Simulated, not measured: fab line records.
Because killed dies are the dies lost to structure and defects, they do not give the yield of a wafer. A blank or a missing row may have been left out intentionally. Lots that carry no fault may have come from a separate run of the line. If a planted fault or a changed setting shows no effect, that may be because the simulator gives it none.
8D (eight disciplines) problem report, filled in by code ; flow gf180mcu ; the parts of the form that need people (team, actions taken, sign-off) are left out

## 1. WHAT WENT WRONG
PSD_TW at GF_PSD_TW_MEAS_11 reads a mean of 2995 on 6 wafers of 2 lots; wafers without a fault read 3177 with a standard deviation of 22. That puts it -8.3 standard deviations away from the usual mean.
Seen first at day 20 08:11 on film-metro-01, wafer L421.2. At this step, 33 wafers from 11 lots have a number in the record. The rule behind "out" and "out of limits": a value lying over 4 standard deviations away from the usual mean. The other wafers with a number count as sound.

## 2. WHAT THIS IS AND IS NOT
question;is;is not
which readings at this step;PSD_TW;-
which lots;L421, L424;L407, L411, L412, L414, L415, L417, L418, L423, L426
which wafers of those lots;all that have a number;-
read on which gauges;film-metro-01, film-metro-02;film-metro-03
when;from day 20 08:11;"up to then (21 sound wafers); but 6 sound wafers of L423, L426 came after"

## 3. WHAT RULES OUT EACH SUSPECT
Counting: a tool at any process step up to the reading remains a suspect when it ran all the lots that are out and ran no sound lot after the first of those.
- the gauge at GF_PSD_TW_MEAS_11 is ruled out. The wafers that are out were read on 2 gauges (film-metro-01, film-metro-02).
- implanter-03 at GF_PSD_IMPLANT_09: kept. It processed each lot that is out, first L421 at day 20 07:57, and no sound lot thereafter; up to then, the last sound lot it processed was L417 at day 18 16:05. Out on those wafers are its own readings of beam-energy-keV.
- plasma-asher-02 at GF_PSD_STRIP_10 (strips in O2/N2): ruled out as a lasting fault. After its first lot that is out, L421 (day 20 08:04), sound lots L426 ran on it.
Remaining after the count: implanter-03 at GF_PSD_IMPLANT_09.

## 4. THE CAUSE (what the simulator had put in)
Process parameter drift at GF_PSD_IMPLANT_09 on implanter-03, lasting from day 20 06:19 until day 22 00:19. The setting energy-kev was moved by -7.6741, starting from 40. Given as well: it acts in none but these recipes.
The count eliminated every tool but this one.

## 5. THE EFFECT CHAIN, in route order
Each row: a reading where the mean over the struck wafers with a number is more than 3 standard deviations away from the usual. Only readings for which the record gives a usual standard deviation are gone through. hours: the time from each lot's start at the first step in this table that gives one to its start at this step, as a median over the lots. sigmas: the change in usual standard deviations.
hours;step;reading;usual;on struck wafers;change;sigmas
0;GF_PSD_IMPLANT_09;beam-energy-keV;40.001;32.321;-7.680;-99 or more
0;GF_PSD_STRIP_10;oes-product-au;0.593 a.u.;0.609;+0.016;+3.2
0;GF_PSD_STRIP_10;strip-time-to-endpoint-s;16.52 s;15.78;-0.74;-19
0;GF_PSD_TW_MEAS_11;PSD_TW;3177;2995;-182;-8.3
4;GF_PSD_RS_MEAS_15;PSD_RS;108.7 ohm/sq;120.0;+11.3;+38
Here are the process steps it includes:
- GF_PSD_IMPLANT_09
- GF_PSD_STRIP_10: strips in O2/N2.
Later steps that measure or inspect, where all struck wafers having a row at the step show a number for every such reading and not one has moved that far: GF_SALICIDE_THK_MEAS_05, GF_CONTACT_BOW_MEAS_05, GF_CONTACT_CD_MEAS_14.

## 6. HOW IT WOULD HAVE BEEN CAUGHT EARLIER
2 hours passed between the start of the fault at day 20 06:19 and the first reading out of limits at a measuring or inspecting step in this record, taken at day 20 08:11.
The tool's own readings at GF_PSD_IMPLANT_09 were out on every struck wafer that the step has a row for (beam-energy-keV): an alarm limit on them would have fired on the first of those.
Among the 2 lots that are out, L424 began GF_PSD_IMPLANT_09 on implanter-03 after day 20 08:11. A tool hold placed at that time would have kept it from harm.
